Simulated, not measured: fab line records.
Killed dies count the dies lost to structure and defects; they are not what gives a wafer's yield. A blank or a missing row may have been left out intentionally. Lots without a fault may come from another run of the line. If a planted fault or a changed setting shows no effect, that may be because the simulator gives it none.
What tool caused it? -- flow sky130 -- Sampling: 12 lots, 35 wafers, 5 of 708 route steps

## WHAT EACH GAUGE READ, for each wafer
SKY_CONTACT_RS_MEAS_25: uses a four-point probe to measure.
lot,measured,on,CONTACT_W_RS (ohm/sq)
L486,day 31 13:05,filmMetro-01,0.336 0.338 0.338
L487,day 31 19:14,filmMetro-01,0.341 0.338 0.342
L488,day 32 14:31,filmMetro-01,0.340 0.334 0.340
L489,day 32 17:38,filmMetro-02,0.334 0.336 0.336
L490,day 34 01:01,filmMetro-02,0.336 0.332 0.336
L492,day 34 04:07,filmMetro-02,0.340 0.340 0.344
L491,day 34 04:55,filmMetro-02,0.342 0.341 0.344
L496,day 35 09:54,filmMetro-04,0.335 0.331
L504,day 37 09:31,filmMetro-04,0.339 0.335 0.338
L507,day 37 23:23,filmMetro-01,0.338 0.333 0.336
L508,day 38 07:43,filmMetro-02,0.340 0.339 0.338
L509,day 38 14:59,filmMetro-01,0.341 0.344 0.343

SKY_VIA1_THK_MEAS_01.
lot,measured,on,VIA1_HDPCVD_THK (nm)
L486,day 32 17:14,filmMetro-04,1028 1044 1041
L487,day 32 23:44,filmMetro-04,1030 1049 1028
L488,day 33 18:47,filmMetro-01,1024 1019 1009
L489,day 33 22:35,filmMetro-03,1032 1040 1033
L490,day 35 05:32,filmMetro-03,1044 1027 1042
L492,day 35 09:01,filmMetro-04,1026 1020 1026
L491,day 35 09:56,filmMetro-01,1031 1032 1027
L496,day 36 14:02,filmMetro-01,1024 924
L504,day 38 12:38,filmMetro-01,1035 1016 1048
L507,day 39 02:12,filmMetro-03,1019 1024 1025
L508,day 39 10:31,filmMetro-03,1045 1036 1046
L509,day 39 17:51,filmMetro-04,1013 1027 1033

## WHICH TOOL RAN EACH LOT (tool, then ch and the chambers of the sampled wafers, then the start)
lot,SKY_CONTACT_CMP_27,SKY_METAL1_SPUTTER_04,SKY_VIA1_HDPCVD_00
L486,"cmp-02 ch 0,2,3, day 31 13:16","pvdSputter-02, day 31 13:39","hdpcvd-02 ch 0,1,2, day 32 17:07"
L487,"cmp-01 ch 0,1,2, day 31 19:29","pvdSputter-02, day 31 19:49","hdpcvd-02 ch 0,2, day 32 23:36"
L488,"cmp-01 ch 0,1, day 32 14:42","pvdSputter-04, day 32 15:05","hdpcvd-02 ch 0,1, day 33 18:40"
L489,"cmp-01 ch 2,3, day 32 17:48","pvdSputter-03, day 32 18:11","hdpcvd-01 ch 1,2, day 33 22:28"
L490,"cmp-01 ch 1,3, day 34 01:10","pvdSputter-04, day 34 01:33","hdpcvd-01 ch 0,1,2, day 35 05:25"
L492,"cmp-01 ch 0,1,2, day 34 04:36","pvdSputter-04, day 34 04:53","hdpcvd-01 ch 1,2, day 35 08:54"
L491,"cmp-01 ch 0,3, day 34 05:24","pvdSputter-02, day 34 05:47","hdpcvd-01 ch 0,1,2, day 35 09:49"
L496,"cmp-01 ch 1,3, day 35 10:11","pvdSputter-03, day 35 10:28","hdpcvd-02 ch 1, day 36 13:55"
L504,"cmp-01 ch 0,2,3, day 37 09:42","pvdSputter-03, day 37 10:05","hdpcvd-01 ch 0,1,2, day 38 12:31"
L507,"cmp-02 ch 0,1, day 37 23:34","pvdSputter-02, day 37 23:57","hdpcvd-02 ch 0,2, day 39 02:05"
L508,"cmp-02 ch 0,2, day 38 07:57","pvdSputter-04, day 38 08:17","hdpcvd-02 ch 0,1, day 39 10:24"
L509,"cmp-02 ch 0,1,3, day 38 15:16","pvdSputter-02, day 38 15:33","hdpcvd-02 ch 1,2, day 39 17:44"
- SKY_CONTACT_CMP_27: polishes, stops on SiO2, t overpolish 15 s, target thk 0 nm.
- SKY_METAL1_SPUTTER_04: material TiN, target thk 70 nm, time 58.3 s.
- SKY_VIA1_HDPCVD_00: deposits SiO2, target thk 1030 nm, time 171.7 s.

## AS READ BY THE TOOLS THEMSELVES (means over the sampled wafers that have a number; for cases with no such wafer, the mark the record gives instead)
SKY_CONTACT_CMP_27.
lot,tool,motorCurrentA (A),overpolishRunS (s),platenRpm (rpm),timeToEndpointS (s)
L486,cmp-02,11.7,14.995,60.01,82.7
L487,cmp-01,11.4,15.009,60.00,75.0
L488,cmp-01,11.2,14.999,59.99,78.5
L489,cmp-01,11.5,15.004,60.02,82.3
L490,cmp-01,10.2,15.005,59.98,80.5
L492,cmp-01,10.9,15.000,60.01,78.7
L491,cmp-01,11.1,14.997,60.01,80.8
L496,cmp-01,9.8,15.008,59.96,80.9
L504,cmp-01,10.8,15.012,60.05,77.8
L507,cmp-02,11.7,14.995,60.06,81.4
L508,cmp-02,11.7,15.012,59.99,83.7
L509,cmp-02,11.2,15.000,60.01,76.5

SKY_METAL1_SPUTTER_04.
lot,tool,throttleValvePct (%)
L486,pvdSputter-02,29.6
L487,pvdSputter-02,30.1
L488,pvdSputter-04,30.2
L489,pvdSputter-03,30.3
L490,pvdSputter-04,29.8
L492,pvdSputter-04,29.3
L491,pvdSputter-02,30.2
L496,pvdSputter-03,30.5
L504,pvdSputter-03,30.5
L507,pvdSputter-02,29.8
L508,pvdSputter-04,29.8
L509,pvdSputter-02,30.2

SKY_VIA1_HDPCVD_00.
lot,tool,runLengthS (s)
L486,hdpcvd-02,199.3
L487,hdpcvd-02,199.8
L488,hdpcvd-02,199.1
L489,hdpcvd-01,198.8
L490,hdpcvd-01,199.2
L492,hdpcvd-01,199.1
L491,hdpcvd-01,199.4
L496,hdpcvd-02,190.0
L504,hdpcvd-01,199.3
L507,hdpcvd-02,199.5
L508,hdpcvd-02,199.4
L509,hdpcvd-02,199.3

## THE ANSWER, worked out from the rows above alone
Rule: the usual values come from the lots themselves. The widest of any qualifying gaps counts: lots, ordered by their means at a reading, are off when they make up no more than a third of the lots, leave a main group of 4 or more, and stand apart from it by 3 or more times the standard deviation of that group's means. A main group whose means are all the same, to the digits that the tables above print for the reading, isn't used. Also off: a lot with no number at a reading for which 4 or more lots have one. All remaining lots with rows at the step are treated as sound. The gauges are gone through in route order, then the tools' own readings, and for those a lot's mean is taken as printed above. The first step at which some lot is off is used, and at that step the reading that is off furthest; a lot without a number counts as furthest.
Off: L496, at SKY_VIA1_THK_MEAS_01 (VIA1_HDPCVD_THK). Main group: mean 1031 nm, sd 7.4.
If a tool, at a process step before that reading, ran all the lots that are off and no sound lot after the first of them, it fits. The gauges at SKY_VIA1_THK_MEAS_01 aren't tried: what is off there is off at SKY_VIA1_HDPCVD_00 too, on other tools, and a gauge's error can't cause that. None of those tried fits.

## WHAT THE SIMULATOR HAD PUT IN
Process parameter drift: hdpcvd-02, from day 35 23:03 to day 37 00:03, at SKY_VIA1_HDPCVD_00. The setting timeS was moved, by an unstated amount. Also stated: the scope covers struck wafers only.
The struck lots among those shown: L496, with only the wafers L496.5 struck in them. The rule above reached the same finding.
